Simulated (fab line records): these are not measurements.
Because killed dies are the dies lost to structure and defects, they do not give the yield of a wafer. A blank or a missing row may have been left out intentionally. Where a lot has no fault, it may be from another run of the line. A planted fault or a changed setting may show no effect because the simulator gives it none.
8D (eight disciplines) problem report, filled in by code :: flow sky130 :: the parts of the form that need people (team, actions taken, sign-off) are left out

1. WHAT WENT WRONG
CONTACT_W_RS at SKY_CONTACT_RS_MEAS_25 reads a mean of 0.444 ohm/sq on 1 wafer of 1 lot; wafers without a fault read 0.337 ohm/sq with a standard deviation of 0.0033. That is +32 standard deviations from the usual mean.
The step: measures by four-point-probe.
Earliest sighting: wafer L255.4 on film_metro-03 at day 35 23:31. Wafers with a number at this step in the record: 30, from 10 lots. Rule for "out", or "out of limits": more than 4 standard deviations from the usual mean. The other wafers with a number count as sound.

2. WHAT IT IS, WHAT IT ISN'T
question: which readings at this step
is: CONTACT_W_RS
is not: -

question: which lots
is: L255
is not: L244, L246, L252, L256, L258, L261, L262, L266, L267

question: which wafers of those lots
is: L255.4
is not: L255.1, L255.5

question: read on which gauges
is: film_metro-03
is not: film_metro-01, film_metro-04

question: when
is: from day 35 23:31
is not: up to then (11 sound wafers); but 18 sound wafers of L256, L258, L261, L262, L266, L267 came after

3. WHAT RULES OUT EACH SUSPECT
Counting: a tool at a process step up to the reading stays a suspect if it ran every lot that is out. Sound lots after the first of them don't rule it out here, since some wafers of a struck lot are sound.
- the gauge at SKY_CONTACT_RS_MEAS_25: ruled out. All the wafers that are out were read on film_metro-03, but those of them that SKY_CONTACT_CMP_27 has rows for are out there too, on other tools.
- rie_metal-04 at SKY_LOCAL_INTERCONNECT_ETCH_13 (etches BARC in N2/H2, stops on SiO2, time 45.9 s, target depth 60 nm): kept. It ran the lot that is out, L255 (day 34 19:25).
- cmp-02 at SKY_CONTACT_CMP_04 (polishes SiO2): kept. The lot that is out, L255, ran on it at day 34 20:27; the last sound lot it ran before that was L252, at day 34 01:09.
- cvd_w-02 at SKY_CONTACT_CVD_24 (deposits W, target thk 340 nm, time 102.12 s): kept. The lot that is out, L255, ran on it at day 35 23:25; the last sound lot it ran before that was L252, at day 35 04:43.
- Within cmp-02 at SKY_CONTACT_CMP_04: the wafers that are out ran in chamber 2; their sound lot-mates ran in chamber 1.
rie_metal-04 at SKY_LOCAL_INTERCONNECT_ETCH_13, cmp-02 at SKY_CONTACT_CMP_04 and cvd_w-02 at SKY_CONTACT_CVD_24 are what is left after counting.

4. THE CAUSE (what the simulator had put in)
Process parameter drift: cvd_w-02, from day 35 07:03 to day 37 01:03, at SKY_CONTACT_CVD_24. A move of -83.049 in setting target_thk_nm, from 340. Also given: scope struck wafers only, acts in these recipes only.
Counting left 3 suspects, and this tool is among them.

5. THE EFFECT CHAIN, in route order
Each row: a reading whose mean over the struck wafers that have a number lies more than 3 standard deviations from the usual. Only readings for which the record gives a usual standard deviation are gone through. hours: the time from each lot's start at the first step in this table that gives one to its start at this step, as a median over the lots. sigmas: the change in usual standard deviations.
hours: 0
step: SKY_CONTACT_RS_MEAS_25
reading: CONTACT_W_RS
usual: 0.337 ohm/sq
on struck wafers: 0.444
change: +0.107
sigmas: +32

hours: 2
step: SKY_CONTACT_THK_MEAS_26
reading: CONTACT_W_THK
usual: 337 nm
on struck wafers: 259
change: -78
sigmas: -15

hours: 5
step: SKY_CONTACT_CMP_27
reading: time_to_endpoint_s
usual: 81.4 s
on struck wafers: 62.8
change: -18.6
sigmas: -7.8
It contains these process steps:
- SKY_CONTACT_CMP_27: polishes, stops on SiO2, t overpolish 15 s, target thk 0 nm.

6. HOW IT WOULD HAVE BEEN CAUGHT EARLIER
Counted from the fault's start at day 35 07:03, it took 16 hours until the first out-of-limits reading at a measuring or inspecting step in this record, taken at day 35 23:31.
No tool reading at SKY_CONTACT_CVD_24 that has a usual standard deviation in the record was out on any struck wafer, so an alarm limit of 4 standard deviations on those readings would not have fired.
By day 35 23:31, every lot that is out (1) had started SKY_CONTACT_CVD_24 on cvd_w-02. Tool hold at that time: it would have spared none of them.
